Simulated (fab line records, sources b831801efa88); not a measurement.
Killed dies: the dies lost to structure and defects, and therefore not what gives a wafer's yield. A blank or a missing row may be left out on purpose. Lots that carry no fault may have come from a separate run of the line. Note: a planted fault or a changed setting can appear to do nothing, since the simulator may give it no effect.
Which tool was responsible? || flow gf180mcu || 7 lots, 21 wafers sampled, at 2 steps of a route of 602

== WHAT EACH GAUGE READ, for each wafer ==
GF_HV_LDD_TW_MEAS_23.
{"lot": "L202", "measured": "day 11 06:22", "on": "film_metro-03", "HV_LDD_2_TW": "1061 1060 1058"}
{"lot": "L205", "measured": "day 12 03:27", "on": "film_metro-01", "HV_LDD_2_TW": "1062 1059 1066"}
{"lot": "L207", "measured": "day 12 14:28", "on": "film_metro-01", "HV_LDD_2_TW": "1063 1059 1065"}
{"lot": "L212", "measured": "day 14 05:50", "on": "film_metro-03", "HV_LDD_2_TW": "972 978 970"}
{"lot": "L214", "measured": "day 14 20:35", "on": "film_metro-01", "HV_LDD_2_TW": "975 970 978"}
{"lot": "L220", "measured": "day 17 00:08", "on": "film_metro-02", "HV_LDD_2_TW": "1051 1055 1053"}
{"lot": "L224", "measured": "day 18 03:10", "on": "film_metro-02", "HV_LDD_2_TW": "1060 1059 1054"}

== TOOL THAT RAN EACH LOT (tool first, then ch and the chambers of the sampled wafers, then the start) ==
{"lot": "L202", "GF_HV_LDD_IMPLANT_21": "implanter-04 ch 0, day 11 06:09"}
{"lot": "L205", "GF_HV_LDD_IMPLANT_21": "implanter-01 ch 0, day 12 03:13"}
{"lot": "L207", "GF_HV_LDD_IMPLANT_21": "implanter-04 ch 0, day 12 14:14"}
{"lot": "L212", "GF_HV_LDD_IMPLANT_21": "implanter-04 ch 0, day 14 05:35"}
{"lot": "L214", "GF_HV_LDD_IMPLANT_21": "implanter-04 ch 0, day 14 20:20"}
{"lot": "L220", "GF_HV_LDD_IMPLANT_21": "implanter-01 ch 0, day 16 23:53"}
{"lot": "L224", "GF_HV_LDD_IMPLANT_21": "implanter-04 ch 0, day 18 02:57"}
- GF_HV_LDD_IMPLANT_21

== THE ANSWER, worked out from the rows above alone ==
Rule: what is usual is taken from the lots themselves. The widest of any qualifying gaps counts: lots, ordered by their means at a reading, are off when they make up no more than a third of the lots, leave a main group of 4 or more, and stand apart from it by 3 or more times the standard deviation of that group's means. If all means in a main group match to the digits the tables above print for the reading, that group is not used. Also off: a lot with no number at a reading for which 4 or more lots have one. Where the step has rows for the other lots, those lots are counted as sound.
Off: L212, L214, at GF_HV_LDD_TW_MEAS_23 (HV_LDD_2_TW). For the main group the mean is 1059 and the standard deviation 3.5.
A tool fits if, at a process step before that reading, it ran every lot that is off, and no sound lot after the first of them. Gauges at GF_HV_LDD_TW_MEAS_23: tried the same way as those tools. None of those tried fits.

== WHAT THE SIMULATOR HAD PUT IN ==
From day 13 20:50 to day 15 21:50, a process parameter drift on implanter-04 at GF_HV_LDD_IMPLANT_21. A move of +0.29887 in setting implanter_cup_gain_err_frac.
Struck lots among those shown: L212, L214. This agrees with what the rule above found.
